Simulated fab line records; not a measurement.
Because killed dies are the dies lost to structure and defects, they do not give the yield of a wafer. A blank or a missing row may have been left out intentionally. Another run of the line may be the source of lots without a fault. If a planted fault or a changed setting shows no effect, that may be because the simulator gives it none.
Tool commonality check    flow sky130    Sample size 14 lots and 42 wafers

## WHY THIS WAS OPENED
SKY_SONOS_ONO_THK_MEAS_01, reading SONOS_ONO_OXIDATION_THK: flagged on 2 of 14 lots. Wafers without a fault read 2.62 nm, standard deviation 0.067.
Rule: a lot is flagged in two cases, either no wafer of it has a number, or all its wafers with numbers fall more than 4 standard deviations from that mean. The other lots count as sound.

lot   measured      on            SONOS_ONO_OXIDATION_THK (nm), wafer by wafer  flag
L796  day 11 19:17  filmMetro-04  2.61 2.64 2.65                                
L798  day 12 13:13  filmMetro-02  2.58 2.64 2.57                                
L799  day 12 13:14  filmMetro-04  2.61 2.69 2.66                                
L800  day 13 09:06  filmMetro-03  3.67 3.71 3.71                                FLAGGED
L801  day 13 13:13  filmMetro-03  3.57 3.66 3.57                                FLAGGED
L802  day 14 02:29  filmMetro-04  2.68 2.69 2.70                                
L809  day 16 05:35  filmMetro-03  2.61 2.63 2.62                                
L810  day 16 16:14  filmMetro-03  2.70 2.55 2.66                                
L811  day 17 00:16  filmMetro-02  2.64 2.66 2.57                                
L812  day 17 10:05  filmMetro-03  2.56 2.59 2.60                                
L813  day 17 14:29  filmMetro-02  2.52 2.58 2.50                                
L814  day 17 17:04  filmMetro-04  2.71 2.59 2.68                                
L816  day 18 11:29  filmMetro-03  2.59 2.60 2.60                                
L817  day 18 15:34  filmMetro-03  2.56 2.58 2.57                                
The mean of the flagged lots' numbers is 3.65 nm, +1.03 nm from the usual (+15 standard deviations).

## EACH LOT AND THE TOOL IT RAN ON
Before the reading, the record contains 3 process steps out of a 708-step route. Read each cell as the tool, then ch plus the chambers that the sampled wafers visited, then the start.
lot   flag     SKY_FIELD_ISO_STRIP_16              SKY_VT_ADJUST_HVTR_STRIP_10          SKY_SONOS_ONO_OXIDATION_00
L796           plasmaAsher-02 ch 0,1, day 2 10:23  plasmaAsher-04 ch 0,1, day 9 18:28   furnace-02 ch 0, day 11 17:56
L798           plasmaAsher-02 ch 0,1, day 2 23:11  plasmaAsher-01 ch 0,1, day 10 09:46  furnace-02 ch 0, day 12 11:53
L799           plasmaAsher-02 ch 0,1, day 3 01:19  plasmaAsher-04 ch 0,1, day 10 11:20  furnace-02 ch 0, day 12 11:53
L800  FLAGGED  plasmaAsher-02 ch 0,1, day 3 08:11  plasmaAsher-01 ch 0,1, day 11 04:32  furnace-02 ch 0, day 13 07:46
L801  FLAGGED  plasmaAsher-04 ch 0,1, day 3 12:23  plasmaAsher-04 ch 0,1, day 11 09:16  furnace-02 ch 0, day 13 11:53
L802           plasmaAsher-02 ch 0,1, day 3 19:47  plasmaAsher-04 ch 0,1, day 11 19:10  furnace-01 ch 0, day 14 01:09
L809           plasmaAsher-04 ch 0,1, day 5 08:18  plasmaAsher-04 ch 0,1, day 13 21:47  furnace-01 ch 0, day 16 04:13
L810           plasmaAsher-02 ch 0,1, day 5 13:08  plasmaAsher-04 ch 0,1, day 14 07:11  furnace-01 ch 0, day 16 14:53
L811           plasmaAsher-03 ch 0,1, day 5 16:49  plasmaAsher-01 ch 0,1, day 14 13:33  furnace-02 ch 0, day 16 22:55
L812           plasmaAsher-04 ch 0,1, day 5 21:46  plasmaAsher-03 ch 0,1, day 14 21:46  furnace-02 ch 0, day 17 08:44
L813           plasmaAsher-03 ch 0, day 6 02:37    plasmaAsher-03 ch 0,1, day 15 01:54  furnace-02 ch 0, day 17 13:08
L814           plasmaAsher-04 ch 0,1, day 6 07:44  plasmaAsher-01 ch 0,1, day 15 04:15  furnace-01 ch 0, day 17 15:43
L816           plasmaAsher-04 ch 0,1, day 6 18:02  plasmaAsher-01 ch 1, day 15 21:55    furnace-02 ch 0, day 18 10:08
L817           plasmaAsher-03 ch 0,1, day 6 23:10  plasmaAsher-01 ch 0,1, day 16 03:31  furnace-02 ch 0, day 18 14:13
These steps, and what they do:
- SKY_FIELD_ISO_STRIP_16: strips in O2/N2.
- SKY_VT_ADJUST_HVTR_STRIP_10: strips in O2/N2.
- SKY_SONOS_ONO_OXIDATION_00: stabilise 600 s, purge 300 s, target thk 2.6 nm.
- SKY_SONOS_ONO_THK_MEAS_01

## FLAGGED OVER TOTAL, TOOL BY TOOL (the gauges that took the reading come last)
step                         tool            lots run  flagged  share of the flagged lots  sound lots run after its first flagged lot
SKY_FIELD_ISO_STRIP_16       plasmaAsher-02  6         1        some                       2 (L802,L810)
SKY_FIELD_ISO_STRIP_16       plasmaAsher-03  3         0        none                       -
SKY_FIELD_ISO_STRIP_16       plasmaAsher-04  5         1        some                       4 (L809,L812,L814,L816)
SKY_VT_ADJUST_HVTR_STRIP_10  plasmaAsher-01  6         1        some                       4 (L811,L814,L816,L817)
SKY_VT_ADJUST_HVTR_STRIP_10  plasmaAsher-03  2         0        none                       -
SKY_VT_ADJUST_HVTR_STRIP_10  plasmaAsher-04  6         1        some                       3 (L802,L809,L810)
SKY_SONOS_ONO_OXIDATION_00   furnace-01      4         0        none                       -
SKY_SONOS_ONO_OXIDATION_00   furnace-02      10        2        all                        5 (L811,L812,L813,L816,L817)
SKY_SONOS_ONO_THK_MEAS_01    filmMetro-02    3         0        none                       -
SKY_SONOS_ONO_THK_MEAS_01    filmMetro-03    7         2        all                        5 (L809,L810,L812,L816,L817)
SKY_SONOS_ONO_THK_MEAS_01    filmMetro-04    4         0        none                       -

## THE TABLE: WHAT IT ALLOWS
Every flagged lot went through 2 rows of the table: furnace-02 at SKY_SONOS_ONO_OXIDATION_00 and filmMetro-03 at SKY_SONOS_ONO_THK_MEAS_01.
- furnace-02 at SKY_SONOS_ONO_OXIDATION_00: 2 of its 10 lots flagged. Lots that were sound ran on it after the first flagged one (L811, L812, L813, L816, L817); a persistent fault on the entire tool would not allow that. Its own readings lie more than 4 standard deviations out on every wafer of the flagged lots: spikeTcBottomC, spikeTcCentreC, spikeTcLowerC, spikeTcTopC, spikeTcUpperC, tubeCenterTempC, tube_center_temp_C_max.
- filmMetro-03 at SKY_SONOS_ONO_THK_MEAS_01: 2 of its 7 lots flagged. Lots that were sound ran on it after the first flagged one (L809, L810, L812, L816, L817); a persistent fault on the entire tool would not allow that.
There is no row in the table that ran each flagged lot and no sound lot after the first.

## WHAT THE SIMULATOR HAD PUT IN
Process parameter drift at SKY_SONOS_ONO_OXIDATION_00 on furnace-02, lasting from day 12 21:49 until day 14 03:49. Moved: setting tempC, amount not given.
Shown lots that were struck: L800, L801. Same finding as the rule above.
